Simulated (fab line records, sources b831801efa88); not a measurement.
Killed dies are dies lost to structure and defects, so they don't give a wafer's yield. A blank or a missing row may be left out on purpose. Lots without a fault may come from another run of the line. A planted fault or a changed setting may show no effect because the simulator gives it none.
Chamber matching | flow sky130 | SKY_CONTACT_ETCH_17 on rie_diel-01: 4 sister chambers
The step etches SiO2 in C4F8/O2/Ar, stops on Si3N4, target depth 340 nm. 4 wafers are shown with their chamber, then 11 later ones without.

WAFERS WITH THEIR CHAMBER
wafer  | chamber | oes_product_au (a.u.)
L090.1 | 3       | 0.892
L090.3 | 1       | 0.901
L091.5 | 2       | 0.889
L093.1 | 0       | 0.879

WAFERS WITHOUT THEIR CHAMBER
wafer  | oes_product_au (a.u.)
L093.2 | 0.890
L093.5 | 0.900
L094.1 | 0.888
L094.2 | 0.887
L094.3 | 0.888
L094.4 | 0.897
L094.5 | 0.883
L094.6 | 0.894
L097.2 | 0.893
L097.3 | 0.893
L097.5 | 0.883

WHICH CHAMBER EACH WENT THROUGH
wafer  | from the rows above          | in truth
L093.2 | can't be placed: 2 or 3      | 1
L093.5 | 1                            | 1
L094.1 | can't be placed: 2 or 3      | 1
L094.2 | can't be placed: 2 or 3      | 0
L094.3 | can't be placed: 2 or 3      | 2
L094.4 | can't be placed: 1 or 3 or 2 | 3
L094.5 | can't be placed: 0 or 2      | 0
L094.6 | can't be placed: 3 or 2      | 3
L097.2 | can't be placed: 3 or 2      | 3
L097.3 | can't be placed: 3 or 2      | 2
L097.5 | can't be placed: 0 or 2      | 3
Placed correctly: 1 of 11. Can't be placed from these rows: 10 (the true chamber is among the candidates in 6). Placed wrongly: 0.
How it was worked out, from the rows above alone: a wafer's distance from a chamber is the root of the sum, over the readings, of the square of ((its reading less the chamber's mean) divided by the reading's scatter). The wafer belongs to the nearest chamber; if the next one is less than 2 further off, it can't be placed. A chamber's mean is the mean of its shown wafers. The scatter: with one shown wafer a chamber, the root of the mean of the squares of how far each hidden wafer lies from its nearest shown one.
